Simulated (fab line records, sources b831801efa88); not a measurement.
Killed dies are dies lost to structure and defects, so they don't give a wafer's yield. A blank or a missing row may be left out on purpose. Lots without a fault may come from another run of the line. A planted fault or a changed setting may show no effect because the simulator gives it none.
fab line records | flow sky130
record lots=6 wafers=18 last_day=49
route steps=708 shown VIA4@645 METAL5@661 PAD_OPEN@708
lots that met no fault: from a run of the same line without faults
start_h: hours from the record's first day to the start of the lot's first wafer shown | wait_h: hours since the lot's step before | " the same as in the row above | L1.1+2: a row that stands for several wafers | - no value, or no start given | * or withheld: withheld | < > ~ a bound
route shown NAME@n: a module of which the file shows steps, and the number in the route of the first | usual: mean/standard deviation of fault-free wafers | same: alike in all rows | chamber/n: place in a boat | sites: the reading at each site | _std_site: their standard deviation | _edge_site: outer sites' mean less inner sites' | radius_mm: how far each site lies from the wafer's centre | mask NAME#n: copy n | behind: the tool/chamber that last shaped the wafer | hold: why the lot was held/for how many hours/how that ended | device: the transistor (n, p or np) that didn't switch | end of line: the same wafers' tests at the end of the route | a step without rows: its recipe alone | killed: dies lost to structure and defects at the first sort, not the wafer's yield | map: a wafer's dies, x killed, . not, _ none there
set.NAME: the setting as run; set.NAME@STEP: as run at that earlier step | model.NAME: the simulator's own value behind a step, which no gauge read
lots at some steps of the route; a table a step, a row a wafer
services: from which hour (start_h, from the record's first day; less than 0 if before it) a tool's chamber was out of use, for how many hours, and why
## steps
# step SKY_VIA4_COAT_06
# recipe resist=NOVOLAK spin_rpm=3000 resist_thk_nm=1140
# step SKY_VIA4_SOFTBAKE_07
# recipe temp_c=90 time_s=60 resist=NOVOLAK
# step SKY_VIA4_EXPOSE_08
# recipe mask_id=VIM4 na=0.6 source_shape=conventional sigma_outer=0.6 polarization=unpolarized target_cd_nm=800 dose_mj=132
# step SKY_VIA4_PEB_09
# recipe temp_c=withheld time_s=* resist=NOVOLAK
# step SKY_VIA4_DEVELOP_10
# recipe resist=NOVOLAK developer=TMAH develop_time_s=60 dev_temp_c=23
# step SKY_VIA4_OVL_MEAS_11
# usual VIA4_OVL=-0.1/1.4
# columns lot.wafer tool chamber start_h wait_h VIA4_OVL[nm]
L884.2 overlay-02 - 1023.06 0.1 1.9
L884.3 " - " " -0.6
L884.5 " - " " 2.7
L885.1 overlay-01 - 1032.46 0.1 0.6
L885.5 " - " " 0.2
L885.6 " - " " -0.5
L890.1 overlay-02 - 1079.31 0.1 -1.2
L890.3 " - " " -1.5
L890.5 " - " " 0.4
L894.2 overlay-02 - 1091.01 0.1 0.8
L894.3 " - " " -1.3
L894.4 " - " " -0.5
L900.1 overlay-01 - 1118.01 0.1 1.6
L900.2 " - " " 1.7
L900.5 " - " " 0.8
L899.1 overlay-02 - 1118.14 0.1 0.2
L899.2 " - " " -0.8
L899.3 " - " " 1.5
# step SKY_VIA4_ETCH_12
# recipe target=SiO2 chemistry=C4F8/O2/Ar stop_on=TiN mask_material=NOVOLAK source_w=1500 bias_w=1200 pressure_mtorr=40 c4f8_flow_sccm=withheld O2_flow_sccm=6 Ar_flow_sccm=300 time_s=withheld target_depth_a=5800
# usual chamber_pressure_mTorr=40.00/0.04 oes_product_au=0.926/0.005
# columns lot.wafer tool chamber start_h wait_h chamber_pressure_mTorr oes_product_au
L884.2 rie_diel-01 3 1023.09 0.0 40.00 0.936
L884.3 " 0 " " 40.00 0.923
L884.5 " 0 " " 40.03 0.928
L885.1 rie_diel-02 0 1032.50 0.0 40.07 0.925
L885.5 " 2 " " 40.00 0.928
L885.6 " 1 " " 39.95 0.926
L890.1 rie_diel-01 0 1079.34 0.0 40.00 0.929
L890.3 " 2 " " 40.00 0.932
L890.5 " 2 " " 40.01 0.920
L894.2 rie_diel-01 1 1091.04 0.0 40.00 0.926
L894.3 " 0 " " 40.00 0.931
L894.4 " 2 " " 40.02 0.928
L900.1 rie_diel-03 1 1118.05 0.0 39.98 0.926
L900.2 " 0 " " 40.06 0.925
L900.5 " 2 " " 40.02 0.918
L899.1 rie_diel-01 1 1118.18 0.0 40.04 0.930
L899.2 " 2 " " 39.99 0.927
L899.3 " 0 " " 39.99 0.925
# step SKY_VIA4_STRIP_13
# recipe chemistry=O2/N2 power_w=1400 pressure_mtorr=1500 platen_temp_c=withheld o2_flow_sccm=3000 n2_flow_sccm=300 overash_fraction=0.5
# usual chamber_pressure_mTorr=1500.2/1.4 drypump_motor_current_A=6.03/0.28 oes_product_au=0.710/0.0042 strip_time_to_endpoint_s=12.81/0.036
# same overash_fraction=0.5
# columns lot.wafer tool chamber start_h wait_h chamber_pressure_mTorr drypump_motor_current_A oes_product_au rf_hours_counter_h strip_time_to_endpoint_s
L884.2 plasma_asher-01 1 1023.16 - 1499.9 5.67 0.712 27 12.80
L884.3 " 0 " " 1499.3 5.94 0.718 - 12.79
L884.5 " 1 " " 1499.3 5.69 0.713 - 12.78
L885.1 plasma_asher-02 0 1032.57 - 1501.3 5.74 0.712 59 12.81
L885.5 " 0 " " 1501.9 5.73 0.706 - 12.82
L885.6 " 1 " " 1501.2 6.25 0.710 - 12.81
L890.1 plasma_asher-02 0 1079.41 - 1498.8 5.74 0.706 64 12.78
L890.3 " 1 " " 1500.6 6.26 0.702 - 12.76
L890.5 " 0 " " 1500.0 5.75 0.708 - 12.81
L894.2 plasma_asher-02 0 1091.11 - 1501.4 5.74 0.712 65 12.91
L894.3 " 1 " " 1501.2 6.26 0.714 - 12.85
L894.4 " 0 " " 1502.4 5.74 0.710 - 12.85
L900.1 plasma_asher-01 0 1118.12 - 1497.0 5.91 0.712 35 12.83
L900.2 " 1 " " 1498.6 5.68 0.716 35 12.80
L900.5 " 1 " " 1500.1 5.70 0.713 - 12.84
L899.1 plasma_asher-04 1 1118.25 - 1501.9 6.44 0.708 95 12.69
L899.2 " 0 " " 1498.7 5.92 0.710 95 12.76
L899.3 " 1 " " 1502.0 6.46 0.712 - 12.72
# step SKY_VIA4_STRIP_14
# recipe chemistry=post_etch_residue_remover time_s=1200 temp_c=72.5
# step SKY_VIA4_CLEAN_15
# recipe chemistry=IPA time_s=180 temp_c=25
# step SKY_VIA4_CLEAN_16
# recipe chemistry=O3/DIW dry=n2_spin
# step SKY_VIA4_SPUTTER_17
# recipe material=TiN target_thk_nm=20 chamber_pressure_pa=5 power_w=4000 time_s=80
# usual throttle_valve_pct=29.9/1.1
# columns lot.wafer tool chamber start_h wait_h throttle_valve_pct
L884.2 pvd_sputter-04 - 1023.76 0.0 30.6
L884.3 " - " " 29.6
L884.5 " - " " 28.4
L885.1 pvd_sputter-01 - 1033.16 0.0 30.2
L885.5 " - " " 31.6
L885.6 " - " " 29.8
L890.1 pvd_sputter-03 - 1080.07 0.0 31.6
L890.3 " - " " 29.1
L890.5 " - " " 29.0
L894.2 pvd_sputter-04 - 1091.71 0.0 30.3
L894.3 " - " " 29.1
L894.4 " - " " 29.8
L900.1 pvd_sputter-01 - 1118.72 0.0 31.4
L900.2 " - " " 29.4
L900.5 " - " " 31.5
L899.1 pvd_sputter-04 - 1118.93 0.0 28.0
L899.2 " - " " 30.5
L899.3 " - " " 29.9
# step SKY_VIA4_CVD_18
# recipe material=W target_thk_nm=505 time_s=152.14 temp_c=400 pressure_torr=40
# usual chamber_pressure_Torr=40.00/0.095 heater_power_outer_w=502/48 heater_power_w=834/74
# columns lot.wafer tool chamber start_h wait_h chamber_pressure_Torr heater_power_outer_w heater_power_w since_wet_clean_h
L884.2 cvd_w-02 1 1023.82 0.0 - - - -
L884.3 " 0 " " - - - -
L884.5 " 1 " " - - - -
L885.1 cvd_w-01 1 1033.22 0.0 - - - -
L885.5 " 1 " " - - - -
L885.6 " 0 " " - - - -
L890.1 cvd_w-02 0 1080.13 0.0 40.15 516 901 162
L890.3 " 1 " " 39.90 504 820 -
L890.5 " 1 " " 39.76 487 799 -
L894.2 cvd_w-01 1 1091.77 0.0 40.06 550 885 688
L894.3 " 0 " " 39.98 427 731 -
L894.4 " 1 " " 40.15 562 924 -
L900.1 cvd_w-02 0 1118.78 0.0 40.03 511 910 201
L900.2 " 1 " " 39.90 499 816 201
L900.5 " 0 " " 39.91 497 895 -
L899.1 cvd_w-01 0 1118.99 0.0 40.02 438 716 715
L899.2 " 1 " " 39.97 564 917 715
L899.3 " 0 " " 40.08 421 738 -
# step SKY_VIA4_RS_MEAS_19
# recipe thk_meas_gauge=four-point-probe reads=W_of_VIA4_CVD_18+TiN_of_VIA4_SPUTTER_17
# usual VIA4_W_RS=0.2265/0.0027
# columns lot.wafer tool chamber start_h wait_h VIA4_W_RS[ohm/sq]
L884.2 film_metro-01 - 1023.99 0.1 58.975
L884.3 " - " " 59.487
L884.5 " - " " 57.960
L885.1 film_metro-01 - 1033.37 0.1 56.553
L885.5 " - " " 57.296
L885.6 " - " " 56.733
L890.1 film_metro-02 - 1080.29 0.1 0.2269
L890.3 " - " " 0.2244
L890.5 " - " " 0.2213
L894.2 film_metro-01 - 1091.94 0.1 0.2294
L894.3 " - " " 0.2251
L894.4 " - " " 0.2292
L900.1 film_metro-03 - 1118.97 0.1 0.2231
L900.2 " - " " 0.2271
L900.5 " - " " 0.2247
L899.1 film_metro-03 - 1119.15 0.1 0.2310
L899.2 " - " " 0.2303
L899.3 " - " " 0.2288
# step SKY_VIA4_THK_MEAS_20
# recipe thk_meas_gauge=xrf reads=W_of_VIA4_CVD_18
# usual VIA4_W_THK=495/7.6
# columns lot.wafer tool chamber start_h wait_h VIA4_W_THK[nm]
L884.2 film_metro-01 - 1024.10 0.1 -
L884.3 " - " " -
L884.5 " - " " <0
L885.1 film_metro-01 - 1033.49 0.1 -
L885.5 " - " " -
L885.6 " - " " -
L890.1 film_metro-02 - 1080.41 0.1 497
L890.3 " - " " 502
L890.5 " - " " 509
L894.2 film_metro-01 - 1092.05 0.1 492
L894.3 " - " " 501
L894.4 " - " " 496
L900.1 film_metro-03 - 1119.09 0.1 496
L900.2 " - " " 483
L900.5 " - " " 491
L899.1 film_metro-03 - 1119.27 0.1 478
L899.2 " - " " 479
L899.3 " - " " 480
# step SKY_VIA4_CMP_21
# recipe stop_on=SiO2 t_overpolish_s=25 down_force_psi=3.5 platen_rpm=60 target_thk_nm=0 pad_velocity_m_s=0.94248
# usual motor_current_A=10.1/0.86 platen_rpm=60.01/0.042 time_to_endpoint_s=125/5.1
# columns lot.wafer tool chamber start_h wait_h motor_current_A platen_rpm time_to_endpoint_s
L884.3 cmp-02 2 1024.28 0.2 10.3 60.00 4
L884.2 " 0 " " 8.6 60.04 3
L884.5 " 2 " " 10.6 59.95 2
L885.1 cmp-02 0 1033.72 0.2 8.7 60.10 7
L885.6 " 1 " " 11.4 60.09 10
L885.5 " 2 " " 10.2 60.03 7
L890.1 cmp-01 3 1080.47 0.1 10.0 59.98 125
L890.3 " 0 " " 9.1 59.98 117
L890.5 " 0 " " 9.2 59.95 119
L894.3 cmp-02 1 1092.10 0.0 11.7 60.07 127
L894.2 " 2 " " 10.4 59.97 118
L894.4 " 0 " " 9.2 60.01 125
L900.1 cmp-02 3 1119.15 0.1 10.2 59.97 126
L900.2 " 0 " " 9.0 59.94 124
L900.5 " 3 " " 10.9 59.98 121
L899.1 cmp-02 3 1119.45 0.2 10.6 59.98 118
L899.2 " 0 " " 8.7 59.99 123
L899.3 " 1 " " 11.4 60.12 127
# step SKY_METAL5_SPUTTER_00
# recipe material=Ti target_thk_nm=15 power_w=3000 time_s=10 chamber_pressure_pa=0.4
# usual throttle_valve_pct=30.6/0.85
# columns lot.wafer tool chamber start_h wait_h throttle_valve_pct
L884.2 pvd_sputter-02 - 1024.58 0.1 30.5
L884.3 " - " " 31.6
L884.5 " - " " 30.4
L885.1 pvd_sputter-02 - 1033.88 0.1 31.5
L885.5 " - " " 30.0
L885.6 " - " " 30.3
L890.1 pvd_sputter-02 - 1080.77 0.2 31.6
L890.3 " - " " 30.7
L890.5 " - " " 31.3
L894.2 pvd_sputter-02 - 1092.40 0.2 30.7
L894.3 " - " " 31.1
L894.4 " - " " 30.1
L900.1 pvd_sputter-02 - 1119.45 0.2 30.4
L900.2 " - " " 30.1
L900.5 " - " " 29.8
L899.1 pvd_sputter-01 - 1119.75 0.2 30.4
L899.2 " - " " 31.9
L899.3 " - " " 29.9
# step SKY_PAD_OPEN_PROBE_99
# usual killed_at_M0_to_M3=43/6.3 killed_at_M4_up=3.0/1.6 killed_at_contacts=25/5 killed_at_front_end=15/4.4 killed_at_other=0.3/0.8 killed_dies=85/8.7 killed_open=47/6.9 killed_short=38/6.3
# same gross_dies=492 killed_at_back_side=0
# columns lot.wafer tool chamber start_h wait_h killed_at_M0_to_M3 killed_at_M4_up killed_at_contacts killed_at_front_end killed_at_other killed_dies killed_open killed_short model.etest.tip_n.rs_ohm_sq model.etest.nfet_01v8_lvt.drive_ua_um model.etest.nfet_01v8_turned.drive_ua_um model.etest.nfet_01v8.drive_ua_um model.etest.sram_nfet_pass.drive_ua_um model.etest.nfet_01v8_swapped.drive_ua_um model.etest.nfet_01v8.r_on_ohm_um model.etest.res_ndiff.rs_ohm_sq
L884.2 prober-02 - 1093.72 0.1 49 2 22 17 0 90 55 35 388.6 598.2 530.2 521.7 506.4 522.1 830 117.8
L884.3 prober-02 - 1093.77 0.2 50 3 24 14 0 91 52 39 388.3 589.1 511.6 510.6 505.8 506 846.9 117.8
L884.5 prober-02 - 1093.87 0.2 37 4 27 17 1 86 36 50 388.2 578.6 509.4 507.3 501.4 505.6 839.4 117.1
L885.1 prober-01 - 1101.08 0.1 44 2 29 17 0 92 56 36 390.3 596 525.7 521.9 492.5 517.9 828 119.7
L885.5 prober-01 - 1101.28 0.2 46 5 29 23 0 103 64 39 388.6 604.9 538.1 527.9 506.8 521.7 822 119.4
L885.6 prober-01 - 1101.33 0.2 43 1 26 26 0 96 52 44 387.6 605.4 544.8 540.2 532.5 527 807.7 118.7
L890.1 prober-01 - 1143.64 0.1 45 5 31 14 0 95 58 37 438.9 570 496.8 489.3 497.2 500 844.5 121
L890.3 prober-01 - 1143.74 0.2 38 3 23 25 1 90 50 40 437.1 558.1 493.6 492.7 485.4 488.1 844.6 121.5
L890.5 prober-01 - 1143.84 0.2 44 3 35 20 1 103 53 50 440.3 555 483.7 480.2 463.4 482.1 872.1 121
L894.2 prober-02 - 1154.14 0.1 41 6 20 13 0 80 42 38 441.9 572.7 499.2 499.2 496.8 501.5 831.8 118.9
L894.3 prober-02 - 1154.19 0.2 49 2 24 13 0 88 43 45 446.8 557.3 489.3 484.7 468.2 490.9 860.4 119.3
L894.4 prober-02 - 1154.24 0.2 45 6 18 16 0 85 53 32 439.7 571.1 500.1 506.6 495.5 504.3 835.8 119.1
L900.1 prober-02 - 1179.03 0.1 48 4 27 11 0 90 50 40 438.6 578.4 508.5 511.2 487.9 509.3 834 122.8
L900.2 prober-02 - 1179.08 0.1 39 5 21 21 0 86 41 45 440.6 578.9 511.4 510 488.9 508.9 842 123.2
L900.5 prober-02 - 1179.23 0.2 47 5 25 11 0 88 46 42 438.9 584.4 515.6 514.9 503.7 517.5 820.3 122.1
L899.1 prober-01 - 1179.36 0.1 35 4 23 13 0 75 36 39 441.5 565.9 496.8 501.4 496.3 495.1 845.3 118.5
L899.2 prober-01 - 1179.41 0.1 36 1 26 19 0 82 47 35 441.9 562.2 497.1 494.2 485 497.3 836.5 119.4
L899.3 prober-01 - 1179.46 0.2 38 1 28 12 0 79 53 26 443 584.2 516.7 512.6 509.4 515.9 807.2 119.1
# killed by level:class
L884.2 VIA1:geometric_particle:open=18 METAL2:geometric_particle:short=8 VIA3:geometric_particle:open=8 LOCAL_INTERCONNECT:geometric_particle:short=7 LI_CONTACT:geometric_particle:open=6 FIELD_ISO:geometric_particle:open=5 CONTACT:geometric_particle:open=5 METAL2:geometric_particle:open=4
L884.3 VIA2:geometric_particle:open=9 CONTACT:geometric_particle:open=8 METAL1:geometric_particle:short=7 VIA1:geometric_particle:open=7 LI_CONTACT:geometric_particle:open=6 METAL2:geometric_particle:short=6 CONTACT:geometric_particle:short=5 VIA3:geometric_particle:open=5
L884.5 CONTACT:geometric_particle:short=7 CONTACT:geometric_particle:open=7 FIELD_ISO:geometric_particle:short=6 FIELD_ISO:geometric_particle:open=6 VIA1:geometric_particle:open=6 VIA3:geometric_particle:open=6 LOCAL_INTERCONNECT:geometric_particle:short=5 METAL2:geometric_particle:short=5
L885.1 CONTACT:geometric_particle:open=10 VIA1:geometric_particle:open=10 LI_CONTACT:geometric_particle:open=8 CONTACT:geometric_particle:short=7 POLY_GATE:geometric_particle:open=6 VIA1:geometric_particle:short=6 VIA2:geometric_particle:open=6 FIELD_ISO:geometric_particle:short=5
L885.5 CONTACT:geometric_particle:open=19 VIA1:geometric_particle:open=10 FIELD_ISO:geometric_particle:open=9 VIA2:geometric_particle:open=8 LI_CONTACT:geometric_particle:open=7 VIA3:geometric_particle:open=6 FIELD_ISO:geometric_particle:short=5 METAL1:geometric_particle:short=5
L885.6 CONTACT:geometric_particle:open=10 VIA1:geometric_particle:short=9 FIELD_ISO:geometric_particle:open=8 VIA1:geometric_particle:open=8 FIELD_ISO:geometric_particle:short=7 VIA2:geometric_particle:open=7 LI_CONTACT:geometric_particle:open=6 METAL2:geometric_particle:short=6
L890.1 VIA3:geometric_particle:open=12 VIA2:geometric_particle:open=11 CONTACT:geometric_particle:open=9 LI_CONTACT:geometric_particle:open=7 LOCAL_INTERCONNECT:geometric_particle:short=6 VIA1:geometric_particle:open=6 VIA1:geometric_particle:short=5 FIELD_ISO:geometric_particle:open=4
L890.3 CONTACT:geometric_particle:open=13 FIELD_ISO:geometric_particle:open=8 VIA2:geometric_particle:open=8 METAL2:geometric_particle:short=8 FIELD_ISO:geometric_particle:short=6 POLY_GATE:geometric_particle:open=4 VIA3:geometric_particle:open=4 LI_CONTACT:geometric_particle:open=4
L890.5 CONTACT:geometric_particle:open=12 VIA2:geometric_particle:open=9 FIELD_ISO:geometric_particle:short=8 LOCAL_INTERCONNECT:geometric_particle:short=7 LI_CONTACT:geometric_particle:open=6 VIA3:geometric_particle:short=6 LI_CONTACT:geometric_particle:short=5 VIA1:geometric_particle:open=5
L894.2 METAL2:geometric_particle:short=8 VIA2:geometric_particle:open=8 VIA1:geometric_particle:open=7 LI_CONTACT:geometric_particle:open=6 CONTACT:geometric_particle:open=6 VIA3:geometric_particle:open=5 METAL1:geometric_particle:short=4 FIELD_ISO:geometric_particle:short=3
L894.3 VIA3:geometric_particle:open=10 VIA2:geometric_particle:open=9 CONTACT:geometric_particle:open=8 LI_CONTACT:geometric_particle:open=6 CONTACT:geometric_particle:short=6 VIA2:geometric_particle:short=6 METAL1:geometric_particle:short=5 METAL2:geometric_particle:short=5
L894.4 VIA1:geometric_particle:open=13 CONTACT:geometric_particle:open=7 VIA2:geometric_particle:open=7 VIA3:geometric_particle:open=7 POLY_GATE:geometric_particle:open=6 METAL2:geometric_particle:short=6 CONTACT:geometric_particle:short=5 VIA1:geometric_particle:short=4
L900.1 VIA1:geometric_particle:open=16 LOCAL_INTERCONNECT:geometric_particle:short=9 LI_CONTACT:geometric_particle:open=9 VIA2:geometric_particle:open=7 VIA3:geometric_particle:open=4 CONTACT:geometric_particle:open=4 FIELD_ISO:geometric_particle:open=3 FIELD_ISO:geometric_particle:short=3
L900.2 VIA1:geometric_particle:open=11 POLY_GATE:geometric_particle:short=6 LI_CONTACT:geometric_particle:open=6 CONTACT:geometric_particle:open=6 METAL1:geometric_particle:short=6 VIA1:geometric_particle:short=5 SPACER:geometric_particle:short=4 SPACER:geometric_particle:open=4
L900.5 VIA1:geometric_particle:open=11 LI_CONTACT:geometric_particle:open=10 VIA3:geometric_particle:open=9 LOCAL_INTERCONNECT:geometric_particle:short=7 METAL2:geometric_particle:short=5 FIELD_ISO:geometric_particle:short=4 POLY_GATE:geometric_particle:short=4 CONTACT:geometric_particle:short=4
L899.1 CONTACT:geometric_particle:open=11 VIA1:geometric_particle:open=10 METAL2:geometric_particle:short=9 METAL1:geometric_particle:short=6 LOCAL_INTERCONNECT:geometric_particle:short=5 POLY_GATE:geometric_particle:open=5 FIELD_ISO:geometric_particle:short=4 CONTACT:geometric_particle:short=4
L899.2 LI_CONTACT:geometric_particle:open=10 POLY_GATE:geometric_particle:open=6 FIELD_ISO:geometric_particle:open=5 LOCAL_INTERCONNECT:geometric_particle:short=5 CONTACT:geometric_particle:open=5 METAL1:geometric_particle:short=4 VIA1:geometric_particle:open=4 VIA2:geometric_particle:open=4
L899.3 CONTACT:geometric_particle:open=14 VIA1:geometric_particle:open=11 FIELD_ISO:geometric_particle:open=8 VIA3:geometric_particle:open=7 METAL1:geometric_particle:short=6 CONTACT:geometric_particle:short=4 VIA2:geometric_particle:open=4 LOCAL_INTERCONNECT:geometric_particle:short=3
## services
# columns tool chamber start_h hours kind
cvd_w-02 1 999.23 5.0 repair
cmp-02 - 1005.42 0.3 repair
plasma_asher-04 - 1012.14 22.7 repair
plasma_asher-01 - 1032.50 28.1 pm
plasma_asher-02 - 1033.62 1.5 repair
cmp-01 - 1052.46 0.7 repair
cvd_w-01 - 1054.02 1.3 repair
cmp-01 - 1059.06 1.4 repair
cmp-01 - 1059.37 2.1 repair
rie_diel-01 3 1062.32 11.4 repair
cvd_w-01 0 1062.37 4.0 repair
rie_diel-01 - 1068.75 2.8 pm
cmp-02 - 1076.81 7.2 repair
cmp-02 - 1084.48 4.0 pm
rie_diel-01 - 1085.24 1.6 repair
cmp-02 - 1088.48 - consumable_replace:conditioner
cmp-02 - 1088.48 - consumable_replace:pad
plasma_asher-04 - 1091.17 0.9 repair
rie_diel-01 3 1114.32 7.9 repair
## key
first_sign step=SKY_VIA4_CVD_18 reading=tool_record direction=missing
effect step=SKY_VIA4_RS_MEAS_19 reading=VIA4_W_RS direction=up sigmas=99+ usual=0.2265 struck=57.834
effect step=SKY_VIA4_THK_MEAS_20 reading=VIA4_W_THK direction=missing
effect step=SKY_VIA4_CMP_21 reading=time_to_endpoint_s direction=down sigmas=23 usual=* struck=*
model_effect step=SKY_PAD_OPEN_PROBE_99 value=etest.tip_n.rs_ohm_sq without=444.7 struck=388.6
met_at SKY_VIA4_CVD_18
struck_wafers L884.2,L884.3,L884.5,L885.1,L885.5,L885.6
tester_left_out L884,L885
earlier_fault kind=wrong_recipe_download tool=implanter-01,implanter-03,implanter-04 chamber=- onset_h=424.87 steps=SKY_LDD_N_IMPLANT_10 wrong_recipe.not_listed=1
earlier_fault kind=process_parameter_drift tool=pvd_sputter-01 chamber=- onset_h=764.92 steps=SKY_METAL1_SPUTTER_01 channel=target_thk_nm offset=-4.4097 shape=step acts_in=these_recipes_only stated=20
fault kind=skipped_step_whole tool=cvd_w-01,cvd_w-02 chamber=- onset_h=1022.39 steps=SKY_VIA4_CVD_18 scope=struck_lots_only
# tester_left_out: of these lots the tester's yield and bins aren't shown, on N5 and GAA mostly nor the transistor test; their killed dies are dies lost to structure and defects alone, not to doping, threshold or leakage, so they don't give the yield
